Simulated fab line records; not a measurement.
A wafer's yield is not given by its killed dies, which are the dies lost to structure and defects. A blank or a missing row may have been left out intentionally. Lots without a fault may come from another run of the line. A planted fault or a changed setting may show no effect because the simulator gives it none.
Which tool is to blame? || flow gf180mcu || Sampling: 15 lots, 45 wafers, 3 of 602 route steps

== WHAT THE GAUGES SHOWED, per wafer ==
GF_STI_THK_MEAS_04. Usual: STI_CVD_03_THK typically reads 207.2 nm, with standard deviation 2.1.
{"lot": "L987", "measured": "day 1 23:47", "on": "film metro-01", "STI_CVD_03_THK (nm)": "205.9 205.2 208.0", "flag": ""}
{"lot": "L988", "measured": "day 2 04:35", "on": "film metro-03", "STI_CVD_03_THK (nm)": "206.4 205.6 205.8", "flag": ""}
{"lot": "L989", "measured": "day 2 09:44", "on": "film metro-02", "STI_CVD_03_THK (nm)": "203.5 205.2 205.3", "flag": ""}
{"lot": "L990", "measured": "day 2 14:35", "on": "film metro-03", "STI_CVD_03_THK (nm)": "205.4 206.2 203.8", "flag": ""}
{"lot": "L992", "measured": "day 3 00:34", "on": "film metro-01", "STI_CVD_03_THK (nm)": "204.7 207.5 204.8", "flag": ""}
{"lot": "L993", "measured": "day 3 05:35", "on": "film metro-03", "STI_CVD_03_THK (nm)": "210.6 209.6 209.8", "flag": ""}
{"lot": "L995", "measured": "day 3 15:35", "on": "film metro-02", "STI_CVD_03_THK (nm)": "210.5 208.2 210.1", "flag": ""}
{"lot": "L996", "measured": "day 3 21:34", "on": "film metro-02", "STI_CVD_03_THK (nm)": "210.3 209.8 210.6", "flag": ""}
{"lot": "L997", "measured": "day 4 01:59", "on": "film metro-03", "STI_CVD_03_THK (nm)": "207.1 204.3 205.0", "flag": ""}
{"lot": "L999", "measured": "day 4 13:26", "on": "film metro-03", "STI_CVD_03_THK (nm)": "210.2 211.2 209.9", "flag": ""}
{"lot": "L101", "measured": "day 4 21:34", "on": "film metro-03", "STI_CVD_03_THK (nm)": "208.8 206.6 206.8", "flag": ""}
{"lot": "L103", "measured": "day 5 07:34", "on": "film metro-02", "STI_CVD_03_THK (nm)": "208.5 206.8 206.3", "flag": ""}
{"lot": "L104", "measured": "day 5 13:38", "on": "film metro-03", "STI_CVD_03_THK (nm)": "207.0 205.8 205.9", "flag": ""}
{"lot": "L105", "measured": "day 5 17:34", "on": "film metro-02", "STI_CVD_03_THK (nm)": "210.0 210.0 207.5", "flag": ""}
{"lot": "L107", "measured": "day 6 03:34", "on": "film metro-01", "STI_CVD_03_THK (nm)": "207.9 207.5 210.0", "flag": ""}

GF_STI_THK_MEAS_30. Usual: STI_OXIDATION_02_THK typically reads 10.03 nm, with standard deviation 0.19.
{"lot": "L987", "measured": "day 2 16:26", "on": "film metro-02", "STI_OXIDATION_02_THK (nm)": "10.14 10.38 10.29", "flag": ""}
{"lot": "L988", "measured": "day 2 21:01", "on": "film metro-01", "STI_OXIDATION_02_THK (nm)": "10.02 9.94 10.11", "flag": ""}
{"lot": "L989", "measured": "day 3 02:13", "on": "film metro-03", "STI_OXIDATION_02_THK (nm)": "10.16 10.06 10.13", "flag": ""}
{"lot": "L990", "measured": "day 3 07:28", "on": "film metro-02", "STI_OXIDATION_02_THK (nm)": "10.32 10.26 10.27", "flag": ""}
{"lot": "L992", "measured": "day 3 18:20", "on": "film metro-01", "STI_OXIDATION_02_THK (nm)": "10.08 9.87 9.98", "flag": ""}
{"lot": "L993", "measured": "day 3 23:07", "on": "film metro-03", "STI_OXIDATION_02_THK (nm)": "10.12 9.92 10.08", "flag": ""}
{"lot": "L995", "measured": "day 4 08:46", "on": "film metro-01", "STI_OXIDATION_02_THK (nm)": "10.06 10.08 10.08", "flag": ""}
{"lot": "L996", "measured": "day 4 15:05", "on": "film metro-02", "STI_OXIDATION_02_THK (nm)": "9.97 9.81 9.95", "flag": ""}
{"lot": "L997", "measured": "day 4 19:37", "on": "film metro-01", "STI_OXIDATION_02_THK (nm)": "10.07 10.04 10.05", "flag": ""}
{"lot": "L999", "measured": "day 5 08:41", "on": "film metro-02", "STI_OXIDATION_02_THK (nm)": "10.38 10.19 10.15", "flag": ""}
{"lot": "L101", "measured": "day 5 16:40", "on": "film metro-03", "STI_OXIDATION_02_THK (nm)": "9.67 9.71 9.73", "flag": ""}
{"lot": "L103", "measured": "day 6 02:49", "on": "film metro-03", "STI_OXIDATION_02_THK (nm)": "10.13 10.12 10.10", "flag": ""}
{"lot": "L104", "measured": "day 6 09:44", "on": "film metro-01", "STI_OXIDATION_02_THK (nm)": "9.63 9.59 9.81", "flag": ""}
{"lot": "L105", "measured": "day 6 13:20", "on": "film metro-01", "STI_OXIDATION_02_THK (nm)": "9.77 9.93 9.84", "flag": ""}
{"lot": "L107", "measured": "day 7 03:02", "on": "film metro-01", "STI_OXIDATION_02_THK (nm)": "10.28 10.22 10.20", "flag": ""}

GF_DNWELL_TW_MEAS_09. Usual: DNWELL_TW typically reads 1349, with standard deviation 8.5.
{"lot": "L987", "measured": "day 3 04:23", "on": "film metro-02", "DNWELL_TW": "1340 1339 1335", "flag": ""}
{"lot": "L988", "measured": "day 3 10:21", "on": "film metro-03", "DNWELL_TW": "1350 1351 1350", "flag": ""}
{"lot": "L989", "measured": "day 3 15:27", "on": "film metro-02", "DNWELL_TW": "1346 1343 1346", "flag": ""}
{"lot": "L990", "measured": "day 3 20:32", "on": "film metro-02", "DNWELL_TW": "1349 1347 1347", "flag": ""}
{"lot": "L992", "measured": "day 4 07:44", "on": "film metro-03", "DNWELL_TW": "1345 1349 1353", "flag": ""}
{"lot": "L993", "measured": "day 4 12:48", "on": "film metro-02", "DNWELL_TW": "1347 1356 1359", "flag": ""}
{"lot": "L995", "measured": "day 4 22:44", "on": "film metro-02", "DNWELL_TW": "1342 1344 1340", "flag": ""}
{"lot": "L996", "measured": "day 5 05:29", "on": "film metro-04", "DNWELL_TW": "1370 1360 1358", "flag": ""}
{"lot": "L997", "measured": "day 5 09:13", "on": "film metro-04", "DNWELL_TW": "1354 1349 1346", "flag": ""}
{"lot": "L999", "measured": "day 5 23:14", "on": "film metro-02", "DNWELL_TW": "1335 1340 1331", "flag": ""}
{"lot": "L101", "measured": "day 6 07:44", "on": "film metro-04", "DNWELL_TW": "1360 1357 1355", "flag": ""}
{"lot": "L103", "measured": "day 6 17:54", "on": "film metro-03", "DNWELL_TW": "1347 1349 1351", "flag": ""}
{"lot": "L104", "measured": "day 7 01:05", "on": "film metro-04", "DNWELL_TW": "1346 1351 1347", "flag": ""}
{"lot": "L105", "measured": "day 7 09:50", "on": "film metro-04", "DNWELL_TW": "1352 1349 1358", "flag": ""}
{"lot": "L107", "measured": "day 7 17:20", "on": "film metro-03", "DNWELL_TW": "1353 1348 1349", "flag": ""}

== EACH LOT AND THE TOOL THAT RAN IT (in order: tool; ch and the chambers of the sampled wafers; start) ==
There is no process step in the record ahead of these readings.

== WHAT THE TOOLS THEMSELVES READ (means of the sampled wafers that have a number; where no wafer has one, the mark that the record gives instead) ==
The record holds no such reading with a usual standard deviation.

== THE ANSWER, worked out from the rows above alone ==
Rule: a lot counts as off when the mean over its wafers that have a number is more than 3 standard deviations away from the usual mean. A lot without any number at a reading at which 4 lots or more have one is off too. All remaining lots with rows at the step are treated as sound. After the gauges, taken in route order, come the tools' own readings; for these a lot's mean is taken, as printed above. At the first step where some lot is off, the reading lying furthest off is the one used; lots without a number count as furthest.
No lot is off on any of the readings shown, so nothing can be concluded from this.

== WHAT THE SIMULATOR HAD INSERTED ==
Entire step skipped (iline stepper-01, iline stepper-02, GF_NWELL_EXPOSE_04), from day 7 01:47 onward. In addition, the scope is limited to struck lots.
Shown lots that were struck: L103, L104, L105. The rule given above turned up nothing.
